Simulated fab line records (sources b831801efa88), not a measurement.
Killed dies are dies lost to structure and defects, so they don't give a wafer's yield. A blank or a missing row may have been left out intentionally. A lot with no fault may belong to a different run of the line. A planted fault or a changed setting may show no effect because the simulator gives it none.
The same fault as seen by 2 desks | flow gf180mcu | every desk sees just its own numbers, and what lay behind them comes last

## AT THE METROLOGY DESK
Means of the sampled wafers that have a number, per lot and without regard to the tool the lot ran on: this is what the gauges read. Marked OUT: a lot whose mean sits more than 4 standard deviations from the usual mean, which makes it out of limits; the brackets give that distance.
Columns: A = cd_nm at GF_V4_CD_MEAS_14, usual 260.2 nm; B = V4_OVL at GF_V4_OVL_MEAS_15, usual -4 nm; C = V4_W_RS at GF_V4_RS_MEAS_24, usual 0.326 ohm/sq; D = V4_W_THK at GF_V4_THK_MEAS_25, usual 346 nm; E = MIM_CVD_05_THK at GF_MIM_THK_MEAS_06, usual 41.8 nm; F = MIM_ALCU_RS at GF_MIM_RS_MEAS_10, usual 0.1608 ohm/sq; G = MIM_ALCU_THK at GF_MIM_THK_MEAS_11, usual 197.8 nm
lot  | first seen here | A     | B  | C     | D   | E    | F      | G
L711 | day 24 09:09    | 260.8 | 6  | 0.328 | 347 | 41.4 | 0.1624 | 194.2
L715 | day 25 22:46    | 259.9 | -1 | 0.324 | 347 | 42.3 | 0.1612 | 198.3
L719 | day 27 02:44    | 259.9 | -4 | 0.328 | 337 | 42.3 | 0.1626 | 196.3
L732 | day 30 20:19    | 262.6 | -1 | 0.332 | 346 | 41.7 | 0.1617 | 196.8
L733 | day 30 21:42    | 257.7 | 6  | 0.321 | 350 | 41.8 | 0.1599 | 199.6
L734 | day 31 05:59    | 260.6 | -7 | 0.323 | 351 | 42.3 | 0.1601 | 196.1
Result from this desk: across the 6 lots, nothing is out of limits.

## FOR THE TOOL OWNER'S DESK: pvd_sputter-01
The tool's own readings at GF_V4_SPUTTER_21 (material Ti, target thk 15 nm, time 80.02 s): means of the sampled wafers that have a number, for each lot that ran on this tool. Marked OUT: a lot whose mean sits more than 4 standard deviations from the usual mean, which makes it out of limits; the brackets give that distance.
Columns: A = throttle_valve_pct at GF_V4_SPUTTER_21, usual 30.5 %
lot  | first seen here | A
L711 | day 24 10:07    | 30.8
L732 | day 30 21:09    | 31.3
L733 | day 30 22:34    | 31.3
Result from this desk: across the 3 lots, nothing is out of limits.

## BROUGHT TOGETHER
At the metrology desk, nothing out of limits was observed.
The desk of the tool owner found nothing out of limits.

## WHAT THE SIMULATOR HAD PUT IN
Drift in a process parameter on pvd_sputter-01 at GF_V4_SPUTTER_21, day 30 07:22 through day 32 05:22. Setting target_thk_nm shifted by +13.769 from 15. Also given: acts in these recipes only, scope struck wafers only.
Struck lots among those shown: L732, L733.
